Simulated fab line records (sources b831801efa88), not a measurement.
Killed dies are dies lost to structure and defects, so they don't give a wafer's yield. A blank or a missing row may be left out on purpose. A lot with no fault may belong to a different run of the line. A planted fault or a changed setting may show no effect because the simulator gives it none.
Which tool did it? | flow gf180mcu | 42 wafers from 14 lots sampled at 5 of the route's 602 steps

## WHAT THE GAUGES READ, wafer by wafer
GF_V5_CD_MEAS_14: the cd target is 260 nm.
lot  | measured     | on       | cdNm (nm)
L210 | day 27 17:47 | cdSem-02 | 256.8 257.8 257.3
L211 | day 27 18:42 | cdSem-02 | 260.3 261.8 261.2
L213 | day 28 11:19 | cdSem-02 | 260.2 260.6 260.5
L214 | day 28 20:23 | cdSem-02 | 260.1 260.5 260.8
L215 | day 29 11:46 | cdSem-01 | 259.4 259.5 259.9
L216 | day 29 13:16 | cdSem-01 | 259.6 259.4 260.6
L217 | day 29 15:47 | cdSem-01 | 259.7 260.0 259.9
L218 | day 29 22:37 | cdSem-01 | 260.6 260.5 260.5
L227 | day 32 05:11 | cdSem-02 | 259.3 259.6 257.8
L228 | day 32 17:35 | cdSem-02 | 261.6 261.9 262.2
L229 | day 32 19:38 | cdSem-02 | 261.1 261.3 260.6
L230 | day 32 21:56 | cdSem-02 | 259.5 259.3 259.0
L232 | day 33 07:28 | cdSem-01 | 259.9 258.8 258.0
L233 | day 33 16:49 | cdSem-02 | 260.1 258.9 259.9

GF_PASSIVATION_BOW_MEAS_14.
lot  | measured     | on           | PASSIVATION_BOW (um)
L210 | day 29 14:17 | filmMetro-01 | 123 127 121
L211 | day 29 14:35 | filmMetro-03 | 126 129 131
L213 | day 30 06:05 | filmMetro-03 | 152 138 143
L214 | day 30 15:32 | filmMetro-03 | 122 131 123
L215 | day 31 04:49 | filmMetro-01 | 131 152 139
L216 | day 31 06:43 | filmMetro-01 | 144 130 141
L217 | day 31 09:50 | filmMetro-03 | 135 137 149
L218 | day 31 16:02 | filmMetro-02 | 143 157 145
L229 | day 34 06:13 | filmMetro-03 | 130 141 137
L230 | day 34 08:00 | filmMetro-02 | 155 153 137
L232 | day 34 17:47 | filmMetro-02 | 129 132 121
L233 | day 35 03:22 | filmMetro-01 | 146 149 142

## WHICH TOOL RAN EACH LOT (tool, then ch and the chambers of the sampled wafers, then the start)
lot  | GF_V5_CMP_04                  | GF_TOP_METAL_METAL_ETCH_16       | GF_TOP_METAL_STRIP_17
L210 | cmp-02 ch 1,2,3, day 26 21:13 | rieMetal-04 ch 0,1, day 28 15:51 | plasmaAsher-02 ch 0,1, day 28 16:01
L211 | cmp-02 ch 0,2,3, day 26 22:29 | rieMetal-02 ch 0,1, day 28 16:35 | plasmaAsher-03 ch 0,1, day 28 16:44
L213 | cmp-02 ch 0,2,3, day 27 16:07 | rieMetal-03 ch 0,1, day 29 08:06 | plasmaAsher-01 ch 0,1, day 29 08:16
L214 | cmp-01 ch 0,1, day 28 01:01   | rieMetal-03 ch 0,1, day 29 17:39 | plasmaAsher-02 ch 0,1, day 29 17:49
L215 | cmp-02 ch 0,2,3, day 28 16:25 | rieMetal-02 ch 0,1, day 30 08:36 | plasmaAsher-02 ch 0, day 30 08:46
L216 | cmp-01 ch 0,1,3, day 28 17:08 | rieMetal-03 ch 0,1, day 30 09:35 | plasmaAsher-03 ch 0,1, day 30 09:46
L217 | cmp-02 ch 0,2,3, day 28 19:55 | rieMetal-04 ch 0,1, day 30 12:31 | plasmaAsher-01 ch 0,1, day 30 12:41
L218 | cmp-01 ch 1,3, day 29 03:07   | rieMetal-03 ch 0,1, day 30 19:29 | plasmaAsher-03 ch 1, day 30 19:43
L227 | cmp-01 ch 0,2,3, day 31 11:25 | rieMetal-03 ch 0,1, day 32 23:39 | plasmaAsher-01 ch 0,1, day 32 23:48
L228 | cmp-01 ch 0,2,3, day 32 00:51 | rieMetal-02 ch 0,1, day 33 10:44 | plasmaAsher-01 ch 0,1, day 33 10:55
L229 | cmp-01 ch 0,1,3, day 32 02:52 | rieMetal-02 ch 0,1, day 33 13:14 | plasmaAsher-03 ch 0,1, day 33 13:25
L230 | cmp-02 ch 1,2, day 32 05:15   | rieMetal-02 ch 0,1, day 33 15:16 | plasmaAsher-01 ch 0,1, day 33 15:26
L232 | cmp-01 ch 1,3, day 32 14:54   | rieMetal-02 ch 0,1, day 34 00:33 | plasmaAsher-03 ch 1, day 34 00:44
L233 | cmp-01 ch 0,2, day 33 00:57   | rieMetal-04 ch 0, day 34 09:35   | plasmaAsher-02 ch 0,1, day 34 09:56
- GF_V5_CMP_04: polishes SiO2.
- GF_TOP_METAL_METAL_ETCH_16: etches the open film in Cl2/BCl3, stops on SiO2, target depth 1077.5 nm, time 179.6 s.
- GF_TOP_METAL_STRIP_17: strips in O2/N2.

## WHAT THE TOOLS THEMSELVES READ (means of the sampled wafers that have a number; where no wafer has one, the mark that the record gives instead)
GF_V5_CMP_04.
lot  | tool   | motorCurrentA (A)
L210 | cmp-02 | 13.1
L211 | cmp-02 | 12.2
L213 | cmp-02 | 12.8
L214 | cmp-01 | 10.0
L215 | cmp-02 | 12.7
L216 | cmp-01 | 10.7
L217 | cmp-02 | 12.5
L218 | cmp-01 | 11.4
L227 | cmp-01 | 11.2
L228 | cmp-01 | 11.6
L229 | cmp-01 | 11.0
L230 | cmp-02 | 13.5
L232 | cmp-01 | 11.4
L233 | cmp-01 | 10.7

GF_TOP_METAL_METAL_ETCH_16.
lot  | tool        | bcl3FlowSccm (sccm) | biasW (W) | drypumpMotorCurrentA (A) | oesProductAu (a.u.) | throttleValvePct (%)
L210 | rieMetal-04 | 40.06               | 140.3     | 5.0                      | 0.971               | 28.251
L211 | rieMetal-02 | 40.02               | 139.7     | 5.8                      | 0.957               | 28.267
L213 | rieMetal-03 | 40.08               | 139.9     | 5.2                      | 0.968               | 28.262
L214 | rieMetal-03 | 39.99               | 140.6     | 5.2                      | 0.969               | 28.243
L215 | rieMetal-02 | 39.97               | 140.1     | 5.8                      | 0.965               | 28.252
L216 | rieMetal-03 | 39.96               | 140.1     | 5.2                      | 0.973               | 28.252
L217 | rieMetal-04 | 39.97               | 140.2     | 5.1                      | 0.964               | 28.258
L218 | rieMetal-03 | 39.87               | 139.3     | 5.4                      | 0.969               | 28.244
L227 | rieMetal-03 | -                   | -         | -                        | -                   | -
L228 | rieMetal-02 | -                   | -         | -                        | -                   | -
L229 | rieMetal-02 | 39.98               | 139.8     | 5.7                      | 0.967               | 28.258
L230 | rieMetal-02 | 40.00               | 139.6     | 5.8                      | 0.969               | 28.247
L232 | rieMetal-02 | 39.96               | 140.2     | 5.7                      | 0.966               | 28.249
L233 | rieMetal-04 | 40.20               | 140.0     | 4.9                      | 0.970               | 28.249

GF_TOP_METAL_STRIP_17.
lot  | tool           | drypumpMotorCurrentA (A) | heaterPowerW (W) | n2FlowSccm (sccm) | o2FlowSccm (sccm) | oesProductAu (a.u.) | stripTimeToEndpointS (s)
L210 | plasmaAsher-02 | 5.6                      | 359              | 300.5             | 2997              | 0.709               | 13.48
L211 | plasmaAsher-03 | 6.0                      | 307              | 300.3             | 3006              | 0.715               | 13.36
L213 | plasmaAsher-01 | 6.1                      | 315              | 300.3             | 3015              | 0.710               | 13.56
L214 | plasmaAsher-02 | 5.7                      | 348              | 300.2             | 3012              | 0.708               | 13.56
L215 | plasmaAsher-02 | 5.4                      | 369              | 300.2             | 3001              | 0.709               | 13.38
L216 | plasmaAsher-03 | 5.9                      | 306              | 300.7             | 2999              | 0.712               | 13.48
L217 | plasmaAsher-01 | 6.0                      | 313              | 299.9             | 2995              | 0.712               | 13.58
L218 | plasmaAsher-03 | 5.9                      | 294              | 299.9             | 3001              | 0.712               | 13.49
L227 | plasmaAsher-01 | 6.4                      | 337              | 299.4             | 2996              | 0.714               | 18.20
L228 | plasmaAsher-01 | 6.0                      | 308              | 299.9             | 2996              | 0.717               | 18.30
L229 | plasmaAsher-03 | 6.0                      | 304              | 299.9             | 3008              | 0.710               | 13.43
L230 | plasmaAsher-01 | 6.0                      | 313              | 299.8             | 2991              | 0.714               | 13.36
L232 | plasmaAsher-03 | 5.9                      | 294              | 299.4             | 2996              | 0.712               | 13.40
L233 | plasmaAsher-02 | 5.5                      | 361              | 300.3             | 3001              | 0.706               | 13.48

## THE ANSWER, worked out from the rows above alone
Rule: usual is defined by the lots themselves. Put in order of their means at a reading, lots are off if they are a third of the lots or fewer, leave a main group of 4 or more, and stand apart from it by a gap of 3 or more times the standard deviation of the main group's means; of several such gaps the widest counts. If all means in a main group match to the digits the tables above print for the reading, that group is not used. A lot without any number at a reading at which 4 lots or more have one is off too. The other lots that the step has rows for count as sound. First the gauges in route order, then the tools' own readings, where a lot's mean is used as printed above. The first step at which some lot is off is used, and at that step the reading that is off furthest; a lot without a number counts as furthest.
Off at GF_TOP_METAL_METAL_ETCH_16 (bcl3FlowSccm): L227, L228. Without a number there: L227, L228. Main group: mean 40.01 sccm, sd 0.078.
If a tool, at that step or one of the process steps before it, ran each lot that is off and ran no sound lot following the first of them, it fits. None of those tried fits.

## WHAT THE SIMULATOR PUT IN
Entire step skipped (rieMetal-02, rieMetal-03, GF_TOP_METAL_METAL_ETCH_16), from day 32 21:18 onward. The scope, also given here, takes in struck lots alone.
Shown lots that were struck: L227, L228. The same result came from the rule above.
